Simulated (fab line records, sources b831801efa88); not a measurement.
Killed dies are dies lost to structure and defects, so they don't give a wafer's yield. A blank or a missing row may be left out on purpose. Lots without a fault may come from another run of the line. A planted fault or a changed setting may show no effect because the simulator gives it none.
Which tool did it? | flow gf180mcu | 11 lots, 33 wafers sampled, at 3 steps of a route of 602

WHAT THE GAUGES READ, wafer by wafer
GF_HV_LDD_THK_MEAS_57.
lot  | measured     | on            | HV_LDD_CVD_56_THK (nm)
L587 | day 12 19:33 | film_metro-02 | 88.9 89.2 88.5
L588 | day 13 10:47 | film_metro-02 | 90.1 90.6 90.0
L591 | day 14 06:43 | film_metro-03 | 89.0 88.7 88.9
L596 | day 16 00:52 | film_metro-03 | 91.2 90.4 91.6
L600 | day 17 11:29 | film_metro-04 | 98.2 98.1 97.6
L601 | day 17 13:39 | film_metro-04 | 100.6 100.3 100.2
L603 | day 18 08:22 | film_metro-02 | 92.3 92.0 91.9
L604 | day 18 12:22 | film_metro-03 | 89.3 89.0 89.6
L606 | day 19 10:22 | film_metro-04 | 90.0 91.0 89.8
L607 | day 19 22:54 | film_metro-03 | 89.5 89.1 90.2
L608 | day 20 01:43 | film_metro-04 | 90.4 89.3 90.1

WHICH TOOL RAN EACH LOT (tool, then ch and the chambers of the sampled wafers, then the start)
lot  | GF_STI_ETCH_14                  | GF_HV_LDD_CVD_56
L587 | rie_si-01 ch 0,1,2, day 2 06:37 | lpcvd-02 ch 0, day 12 18:07
L588 | rie_si-01 ch 1,2, day 2 11:56   | lpcvd-01 ch 0, day 13 09:21
L591 | rie_si-02 ch 0,2,3, day 3 04:47 | lpcvd-02 ch 0, day 14 05:17
L596 | rie_si-01 ch 0,1,2, day 4 05:29 | lpcvd-01 ch 0, day 15 23:26
L600 | rie_si-01 ch 0,2,3, day 5 01:44 | lpcvd-02 ch 1, day 17 10:04
L601 | rie_si-01 ch 1,2,3, day 5 08:11 | lpcvd-02 ch 1, day 17 12:13
L603 | rie_si-01 ch 0,1, day 5 17:32   | lpcvd-01 ch 1, day 18 06:56
L604 | rie_si-02 ch 0,3, day 5 22:04   | lpcvd-02 ch 0, day 18 10:56
L606 | rie_si-02 ch 0,1,2, day 6 08:59 | lpcvd-01 ch 1, day 19 08:56
L607 | rie_si-01 ch 0,1,3, day 6 13:47 | lpcvd-01 ch 0, day 19 21:29
L608 | rie_si-01 ch 1,2,3, day 6 20:24 | lpcvd-01 ch 0, day 20 00:16
- GF_STI_ETCH_14: etches Si in HBr/Cl2/O2, target depth 360 nm, time 102.9 s.
- GF_HV_LDD_CVD_56: deposits Si3N4 from DCS/NH3, target thk 90 nm, time 1543 s.

THE ANSWER, worked out from the rows above alone
Rule: what is usual is taken from the lots themselves. Put in order of their means at a reading, lots are off if they are a third of the lots or fewer, leave a main group of 4 or more, and stand apart from it by a gap of 3 or more times the standard deviation of the main group's means; of several such gaps the widest counts. A main group whose means are all the same, to the digits that the tables above print for the reading, isn't used. A lot without any number at a reading at which 4 lots or more have one is off too. The other lots that the step has rows for count as sound.
Off: L600, L601, at GF_HV_LDD_THK_MEAS_57 (HV_LDD_CVD_56_THK). The main group: mean 90.0 nm, standard deviation 0.99.
A tool fits if, at a process step before that reading, it ran every lot that is off, and no sound lot after the first of them. The gauges at GF_HV_LDD_THK_MEAS_57 are tried like those tools. None of those tried fits.

WHAT THE SIMULATOR HAD PUT IN
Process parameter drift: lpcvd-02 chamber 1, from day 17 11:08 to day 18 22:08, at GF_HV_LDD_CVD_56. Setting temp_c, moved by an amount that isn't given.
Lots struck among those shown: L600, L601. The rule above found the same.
